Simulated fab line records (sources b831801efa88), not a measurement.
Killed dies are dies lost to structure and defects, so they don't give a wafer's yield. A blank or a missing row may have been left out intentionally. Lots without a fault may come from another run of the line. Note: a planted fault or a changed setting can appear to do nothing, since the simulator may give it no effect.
Which of the tools did it? ; flow gf180mcu ; 7 lots, 21 wafers sampled, at 2 steps of a route of 602

== WHAT EACH GAUGE READ, for each wafer ==
GF_LVPWELL_OVL_MEAS_07.
lot;measured;on;LVPWELL_OVL (nm)
L132;day 4 03:11;overlay-01;-2.0 -1.1 0.2
L134;day 4 14:43;overlay-02;-1.0 -0.4 -1.1
L139;day 5 18:16;overlay-02;-0.9 -2.7 -1.1
L148;day 7 22:26;overlay-01;- - -
L150;day 8 06:46;overlay-01;2.9 -0.5 0.1
L152;day 9 07:19;overlay-02;-1.1 0.0 0.8
L154;day 9 11:49;overlay-02;0.1 0.0 -0.7

== WHICH TOOL RAN EACH LOT (tool, then ch and the chambers of the sampled wafers, then the start) ==
lot;GF_LVPWELL_COAT_02
L132;litho_track-02 ch 0, day 3 20:42
L134;litho_track-03 ch 0, day 4 07:46
L139;litho_track-01 ch 0, day 5 10:44
L148;litho_track-03, day 7 13:47
L150;litho_track-03 ch 0, day 7 22:44
L152;litho_track-01 ch 0, day 8 22:47
L154;litho_track-01 ch 0, day 9 02:50
- GF_LVPWELL_COAT_02: resist thk 3000 nm.

== THE ANSWER, worked out from the rows above alone ==
Rule: the lots themselves supply what counts as usual. The widest of any qualifying gaps counts: lots, ordered by their means at a reading, are off when they make up no more than a third of the lots, leave a main group of 4 or more, and stand apart from it by 3 or more times the standard deviation of that group's means. A main group whose means are all the same, to the digits that the tables above print for the reading, isn't used. A lot without any number at a reading at which 4 lots or more have one is off too. Where the step has rows for the other lots, those lots are counted as sound.
Off: at GF_LVPWELL_OVL_MEAS_07 (LVPWELL_OVL), L148. Without a number there: L148. The main group has a mean of -0.5 nm with a standard deviation of 0.76.
If a tool, at a process step before that reading, ran all the lots that are off and no sound lot after the first of them, it fits. The gauges at GF_LVPWELL_OVL_MEAS_07 are tried like those tools. Of those tried, none fits.

== WHAT THE SIMULATOR HAD PUT IN ==
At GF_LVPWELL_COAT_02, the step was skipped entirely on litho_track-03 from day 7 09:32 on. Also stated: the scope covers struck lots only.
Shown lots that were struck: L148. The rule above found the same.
